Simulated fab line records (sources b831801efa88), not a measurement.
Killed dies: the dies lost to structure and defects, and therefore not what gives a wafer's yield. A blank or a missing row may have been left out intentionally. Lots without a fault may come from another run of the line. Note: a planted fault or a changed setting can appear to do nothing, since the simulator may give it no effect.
Which tool was responsible? -- flow sky130 -- 7 lots, 21 wafers sampled, at 1 step of a route of 708

== WHAT THE GAUGES READ, wafer by wafer ==
SKY_SONOS_ONO_CD_MEAS_13: target cd 410 nm.
lot,measured,on,cdNm (nm)
L759,day 12 08:08,cdSem-01,411.6 410.4 411.8
L761,day 13 23:16,cdSem-01,408.3 409.2 408.7
L763,day 14 18:09,cdSem-01,414.4 412.7 415.0
L768,day 16 01:02,cdSem-01,409.3 408.9 409.5
L771,day 16 21:01,cdSem-01,408.6 409.3 411.0
L774,day 17 20:52,cdSem-02,409.1 408.5 407.5
L781,day 20 12:11,cdSem-01,407.2 407.6 407.3

== WHAT TOOL EACH LOT RAN ON (gives the tool, then ch and the chambers of the sampled wafers, and finally the start) ==
Before these readings, the record contains no process step.

== THE ANSWER, worked out from the rows above alone ==
Rule: usual is defined by the lots themselves. Put in order of their means at a reading, lots are off if they are a third of the lots or fewer, leave a main group of 4 or more, and stand apart from it by a gap of 3 or more times the standard deviation of the main group's means; of several such gaps the widest counts. Not used: any main group whose means are identical at the precision the tables above print for the reading. A lot without any number at a reading at which 4 lots or more have one is off too. The other lots that the step has rows for count as sound.
None of the lots is off at any reading shown; this tells nothing.

== WHAT WAS PUT IN BY THE SIMULATOR ==
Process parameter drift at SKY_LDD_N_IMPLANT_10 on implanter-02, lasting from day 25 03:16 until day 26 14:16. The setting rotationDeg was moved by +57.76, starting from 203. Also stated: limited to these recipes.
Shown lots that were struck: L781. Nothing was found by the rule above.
